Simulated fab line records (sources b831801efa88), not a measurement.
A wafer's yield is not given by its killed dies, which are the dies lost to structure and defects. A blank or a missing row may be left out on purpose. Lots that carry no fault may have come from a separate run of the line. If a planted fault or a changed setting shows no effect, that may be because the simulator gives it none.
Chamber matching -- flow sky130 -- SKY_VIA2_CMP_02 on cmp-02: 4 sister chambers
The step polishes SiO2. 14 wafers are shown with their chamber, then 7 later ones without.

## WAFERS WITH THEIR CHAMBER
wafer,chamber,motor_current_A (A)
L900.1,1,11.5
L900.2,3,10.5
L900.6,2,13.2
L905.1,0,12.6
L905.4,3,10.8
L905.6,2,12.5
L907.1,1,12.0
L907.2,0,12.5
L907.6,3,10.9
L906.2,1,11.4
L906.3,3,10.2
L906.5,2,13.4
L908.3,1,11.6
L908.5,3,10.4

SIGNATURES (means of the wafers above)
reading,chamber 0,chamber 1,chamber 2,chamber 3,scatter within a chamber
motor_current_A,12.550,11.625,13.033,10.560,0.315
Rule: for a wafer and a chamber, the distance is found by dividing, reading by reading, the gap between the wafer's reading and the chamber's mean by the reading's scatter, squaring, summing and taking the root. The wafer belongs to the nearest chamber; if the next one is less than 2 further off, it can't be placed. The scatter: take each reading less its chamber's mean, square it, sum over the shown wafers, divide by the number of wafers less the number of chambers, and take the root.

## WAFERS MISSING THEIR CHAMBER
wafer,motor_current_A (A)
L908.6,12.3
L910.3,10.3
L910.4,13.6
L910.6,11.8
L921.1,13.3
L921.4,11.4
L921.5,10.8

## WHICH CHAMBER EACH ONE RAN IN
wafer,from the rows above,in truth
L908.6,can't be placed: 0 or 1 or 2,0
L910.3,3,3
L910.4,can't be placed: 2 or 0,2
L910.6,can't be placed: 1 or 0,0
L921.1,can't be placed: 2 or 0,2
L921.4,can't be placed: 1 or 3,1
L921.5,can't be placed: 3 or 1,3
1 of 7 placed correctly. From these rows, 6 cannot be placed; in 6 the true chamber is one of the candidates. 0 placed wrongly.
